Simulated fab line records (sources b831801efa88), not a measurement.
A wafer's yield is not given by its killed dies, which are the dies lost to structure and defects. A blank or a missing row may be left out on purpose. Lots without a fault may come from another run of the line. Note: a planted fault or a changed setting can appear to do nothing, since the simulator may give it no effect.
Chamber matching + flow gf180mcu + GF_HV_LDD_ETCHBACK_58 on rie diel-04: 4 sister chambers
The step etches Si3N4 in CH3F/O2, stops on SiO2, time 100 s, target depth 90 nm. 4 wafers are shown with their chamber, then 12 later ones without.

== WAFERS WITH THEIR CHAMBER ==
| wafer  | chamber | drypump motor current A (A) |
|--------|---------|-----------------------------|
| L086.2 | 2       | 5.4                         |
| L086.5 | 3       | 6.0                         |
| L087.4 | 1       | 5.5                         |
| L087.6 | 0       | 6.7                         |

== WAFERS WHOSE CHAMBER IS MISSING ==
| wafer  | drypump motor current A (A) |
|--------|-----------------------------|
| L090.1 | 5.9                         |
| L090.2 | 5.4                         |
| L090.3 | 5.5                         |
| L090.4 | 6.6                         |
| L090.5 | 6.7                         |
| L090.6 | 5.5                         |
| L093.2 | 5.3                         |
| L093.3 | 5.5                         |
| L093.4 | 6.0                         |
| L094.2 | 5.9                         |
| L094.5 | 5.4                         |
| L094.6 | 5.5                         |

== WHICH CHAMBER EACH ONE RAN IN ==
| wafer  | from the rows above     | in truth |
|--------|-------------------------|----------|
| L090.1 | 3                       | 3        |
| L090.2 | can't be placed: 2 or 1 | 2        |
| L090.3 | can't be placed: 1 or 2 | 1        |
| L090.4 | 0                       | 0        |
| L090.5 | 0                       | 0        |
| L090.6 | can't be placed: 1 or 2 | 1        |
| L093.2 | can't be placed: 2 or 1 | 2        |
| L093.3 | can't be placed: 1 or 2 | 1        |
| L093.4 | 3                       | 3        |
| L094.2 | 3                       | 3        |
| L094.5 | can't be placed: 2 or 1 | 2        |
| L094.6 | can't be placed: 1 or 2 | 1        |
Correctly placed: 5 of 12. Unplaceable from these rows: 7, with the true chamber sitting among the candidates in 7. 0 placed wrongly.
How it was worked out, from the rows above alone: a wafer's distance from a chamber is the root of the sum, over the readings, of the square of ((its reading less the chamber's mean) divided by the reading's scatter). The wafer belongs to the nearest chamber; if the next one is less than 2 further off, it can't be placed. Each chamber's mean is taken over the wafers shown for it. The scatter: root of mean squared gap, hidden wafer to nearest shown wafer, with one shown wafer a chamber.
